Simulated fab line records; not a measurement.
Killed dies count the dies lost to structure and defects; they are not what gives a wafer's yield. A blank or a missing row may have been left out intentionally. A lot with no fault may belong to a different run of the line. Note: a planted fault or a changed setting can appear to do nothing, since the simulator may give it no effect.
Which tool is to blame? | flow sky130 | 17 wafers from 6 lots sampled at 5 of the route's 708 steps

== WHAT THE GAUGES SHOWED, per wafer ==
SKY_METAL1_OVL_MEAS_16.
lot  | measured     | on         | METAL1_OVL (nm)
L762 | day 33 15:29 | overlay-02 | -7 -9 -10
L766 | day 34 22:30 | overlay-01 | -1 4 3
L769 | day 35 17:34 | overlay-01 | 0 -4
L779 | day 38 21:52 | overlay-01 | 0 -4 2
L781 | day 39 12:59 | overlay-02 | -10 6 -6
L783 | day 40 06:43 | overlay-02 | -5 -3 -4

== WHAT TOOL EACH LOT RAN ON (gives the tool, then ch and the chambers of the sampled wafers, and finally the start) ==
lot  | SKY_SPACER_ETCHBACK_02             | SKY_POLY_CUT_ETCH_10               | SKY_CONTACT_CMP_04            | SKY_CONTACT_ETCH_17
L762 | rie diel-02 ch 0,2, day 23 20:47   | rie diel-03 ch 0,2, day 25 03:10   | cmp-02 ch 0,3, day 31 06:28   | rie diel-03 ch 0,1,2, day 32 11:02
L766 | rie diel-04 ch 0,1,2, day 25 07:12 | rie diel-04 ch 0,2,3, day 26 12:47 | cmp-01 ch 0,2,3, day 32 14:52 | rie diel-03 ch 1,2,3, day 33 17:59
L769 | rie diel-02 ch 0,1, day 26 05:41   | rie diel-01 ch 2,3, day 27 11:31   | cmp-01 ch 1, day 33 11:08     | rie diel-02 ch 0,3, day 34 13:56
L779 | rie diel-02 ch 0,1,2, day 29 19:18 | rie diel-03 ch 0,2,3, day 30 23:43 | cmp-02 ch 1,3, day 36 16:56   | rie diel-01 ch 1,2,3, day 37 19:09
L781 | rie diel-02 ch 0,1, day 30 10:28   | rie diel-01 ch 0,1,3, day 31 14:46 | cmp-01 ch 0,3, day 37 08:07   | rie diel-01 ch 1,2,3, day 38 10:35
L783 | rie diel-02 ch 1,2, day 31 07:36   | rie diel-04 ch 1,3, day 32 11:26   | cmp-01 ch 1,2, day 38 02:34   | rie diel-02 ch 0,2, day 39 04:29
- SKY_SPACER_ETCHBACK_02: etches Si3N4 in CH3F/O2, stops on SiO2, time 46.7 s, target depth 45 nm.
- SKY_POLY_CUT_ETCH_10: etches BARC in N2/H2, stops on SiO2, time 45.9 s, target depth 60 nm.
- SKY_CONTACT_CMP_04: polishes SiO2.
- SKY_CONTACT_ETCH_17: etches SiO2 in C4F8/O2/Ar, stops on Si3N4, target depth 340 nm.

== THE ANSWER, worked out from the rows above alone ==
Rule: the lots themselves supply what counts as usual. The widest of any qualifying gaps counts: lots, ordered by their means at a reading, are off when they make up no more than a third of the lots, leave a main group of 4 or more, and stand apart from it by 3 or more times the standard deviation of that group's means. A main group is skipped when, at the precision printed for the reading in the tables above, its means are all equal. Also off: a lot with no number at a reading for which 4 or more lots have one. All remaining lots with rows at the step are treated as sound.
No lot is off at any reading shown: from this, nothing can be told.

== WHAT THE SIMULATOR HAD INSERTED ==
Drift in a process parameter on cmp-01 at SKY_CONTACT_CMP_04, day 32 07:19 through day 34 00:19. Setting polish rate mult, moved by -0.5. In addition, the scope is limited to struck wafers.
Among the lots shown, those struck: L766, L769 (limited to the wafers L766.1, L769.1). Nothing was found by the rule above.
